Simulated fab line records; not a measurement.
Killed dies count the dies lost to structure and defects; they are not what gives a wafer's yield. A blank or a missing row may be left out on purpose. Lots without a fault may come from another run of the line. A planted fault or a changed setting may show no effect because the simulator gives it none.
Matching of chambers    flow gf180mcu    3 sister chambers for GF_V4_CVD_00 on hdpcvd-02
The step deposits SiO2, target thk 600 nm, time 100 s. 3 wafers are shown with their chamber, then 8 later ones without.

== WAFERS, EACH WITH ITS CHAMBER ==
wafer   chamber  run-length-s (s)
L583.3  1        129.1
L586.5  0        127.9
L588.4  2        127.4

== WAFERS WITH NO CHAMBER GIVEN ==
wafer   run-length-s (s)
L588.5  129.1
L588.6  127.7
L590.4  128.4
L590.5  127.2
L590.6  128.8
L591.1  128.5
L591.3  127.4
L591.5  127.6

== EACH ONE'S CHAMBER ==
wafer   from the rows above           in truth
L588.5  1                             1
L588.6  can't be placed: 0 or 2       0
L590.4  can't be placed: 0 or 1 or 2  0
L590.5  can't be placed: 2 or 0       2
L590.6  can't be placed: 1 or 0       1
L591.1  can't be placed: 0 or 1 or 2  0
L591.3  can't be placed: 2 or 0       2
L591.5  can't be placed: 2 or 0       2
1 of 8 placed correctly. From these rows, 7 cannot be placed; in 7 the true chamber is one of the candidates. Wrongly placed: 0.
How it was worked out, from the rows above alone: a wafer's distance from a chamber is the root of the sum, over the readings, of the square of ((its reading less the chamber's mean) divided by the reading's scatter). The wafer belongs to the nearest chamber; if the next one is less than 2 further off, it can't be placed. The mean given for a chamber averages the wafers shown for that chamber. The scatter (one wafer shown for each chamber): square how far every hidden wafer sits from the nearest shown wafer, average those squares and take the square root.
